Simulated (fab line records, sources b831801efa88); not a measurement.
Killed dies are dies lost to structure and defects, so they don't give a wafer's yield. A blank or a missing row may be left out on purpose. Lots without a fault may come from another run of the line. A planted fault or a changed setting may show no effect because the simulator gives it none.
A struck lot beside a sound one | flow sky130 | 18 steps out of a route of 708
Sound: wafers L538.1, L538.3, L538.6. Struck: wafers L536.1, L536.5. (L536.6 of the same lot was not struck and is left out.) The cause comes at the end.
At each step with rows: each side's tool, then ch and its chambers, then its first start. Under that, the readings that differ: sound wafers | struck wafers | difference of the means | sigmas: that difference in standard deviations of wafers without a fault.
alike: readings whose means differ by less than 2 such deviations, and words and numbers that are the same on both sides. not compared: withheld readings, readings that some wafer has no value for, bounds like >300 that may hide the same value, and numbers for which the record gives no deviation and whose values overlap.
The two part at a step that has a row with sigmas, a row that says differs or no value, or rows on one side only. Numbers that don't overlap but have no deviation are shown without sigmas and don't part them. A reading that every wafer of one side lacks parts them only if that side has two wafers or more.

first, 3 steps without rows for these wafers: SKY_VIA3_EXPOSE_09 (exposes mask VIM3, target cd 200 nm); SKY_VIA3_PEB_10; SKY_VIA3_DEVELOP_11 (develop time 60 s).
SKY_VIA3_CD_MEAS_12: target cd 200 nm.
  sound on cd_sem-01, day 44 17:43; struck on cd_sem-02, day 44 08:55
  reading    | sound             | struck      | difference | sigmas
  cd_nm (nm) | 201.7 201.3 201.1 | 198.3 196.7 | -3.9       | -3
SKY_VIA3_OVL_MEAS_13:
  sound on overlay-02, day 44 17:50; struck on overlay-01, day 44 09:02
  alike: VIA3_OVL
SKY_VIA3_ETCH_14: etches BARC in N2/H2, stops on SiO2, time 45.9 s, target depth 60 nm.
  sound on rie_diel-01 ch 0,1,3, day 44 17:52; struck on rie_diel-01 ch 0,2, day 44 09:04
  alike: bias_w, drypump_motor_current_A, n2_flow_sccm, oes_product_au, throttle_valve_pct
  not compared: rf_hours_counter_h
SKY_VIA3_ETCH_15: etches SiO2 in C4F8/O2/Ar, stops on TiN, target depth 507 nm, time 78 s.
  sound on rie_diel-01 ch 0,1,3, day 44 17:54; struck on rie_diel-01 ch 0,2, day 44 09:06
  alike: bias_w, oes_product_au
  not compared: rf_hours_counter_h
SKY_VIA3_STRIP_16: strips in O2/N2.
  sound on plasma_asher-02 ch 0,1, day 44 17:58; struck on plasma_asher-03 ch 0, day 44 09:10
  alike: drypump_motor_current_A, n2_flow_sccm, oes_product_au, strip_time_to_endpoint_s
  not compared: rf_hours_counter_h
then, 3 steps without rows for these wafers: SKY_VIA3_STRIP_17 (strips in post etch residue remover, time 1200 s); SKY_VIA3_CLEAN_18 (cleans in IPA, time 180 s); SKY_VIA3_CLEAN_19 (cleans in O3/DIW).
SKY_VIA3_SPUTTER_20: material TiN, target thk 20 nm, time 80 s.
  sound on pvd_sputter-02, day 44 18:34; struck on pvd_sputter-02, day 44 09:46
  alike: throttle_valve_pct
SKY_VIA3_CVD_21: deposits W, target thk 390 nm, time 117.31 s.
  sound on cvd_w-01 ch 0,1, day 44 18:37; struck on cvd_w-02 ch 1, day 44 09:49
  reading                            | sound             | struck      | difference | sigmas
  chamber_pressure_Torr (Torr)       | 39.88 39.94 40.03 | 25.16 24.89 | -14.93     | -99 or more
  heater_power_w (W)                 | 830 839 862       | 969 981     | +131       | +2
  model.W_of_VIA3_CVD_21.thk_nm (nm) | 391.4 391.2 386.9 | 312.2 308.3 | -79.6      |
  alike: susceptor_temp_C
SKY_VIA3_RS_MEAS_22: measures by four-point-probe.
  sound on film_metro-02, day 44 18:44; struck on film_metro-02, day 44 09:56
  reading            | sound             | struck      | difference | sigmas
  VIA3_W_RS (ohm/sq) | 0.292 0.292 0.296 | 0.368 0.373 | +0.077     | +23
SKY_VIA3_THK_MEAS_23: measures by xrf.
  sound on film_metro-02, day 44 18:52; struck on film_metro-02, day 44 10:04
  reading         | sound       | struck  | difference | sigmas
  VIA3_W_THK (nm) | 415 416 409 | 327 322 | -89        | -19
SKY_VIA3_CMP_24: polishes, stops on SiO2, t overpolish 20 s, target thk 0 nm.
  sound on cmp-02 ch 1,2,3, day 44 19:01; struck on cmp-02 ch 2,3, day 44 10:07
  reading                | sound    | struck | difference | sigmas
  time_to_endpoint_s (s) | 96 94 91 | 76 76  | -18        | -5
  alike: motor_current_A
SKY_METAL4_SPUTTER_00: material Ti, target thk 15 nm, time 10 s.
  sound on pvd_sputter-04, day 44 19:13; struck on pvd_sputter-04, day 44 10:25
  alike: throttle_valve_pct
then, 1 step without rows for these wafers: SKY_PAD_OPEN_PROBE_99.

WHERE THEY PART
First at SKY_VIA3_CD_MEAS_12; last, within this record, at SKY_VIA3_CMP_24. Later steps at which nothing parts them and some readings are alike: SKY_METAL4_SPUTTER_00.

WHY: what the simulator had put in
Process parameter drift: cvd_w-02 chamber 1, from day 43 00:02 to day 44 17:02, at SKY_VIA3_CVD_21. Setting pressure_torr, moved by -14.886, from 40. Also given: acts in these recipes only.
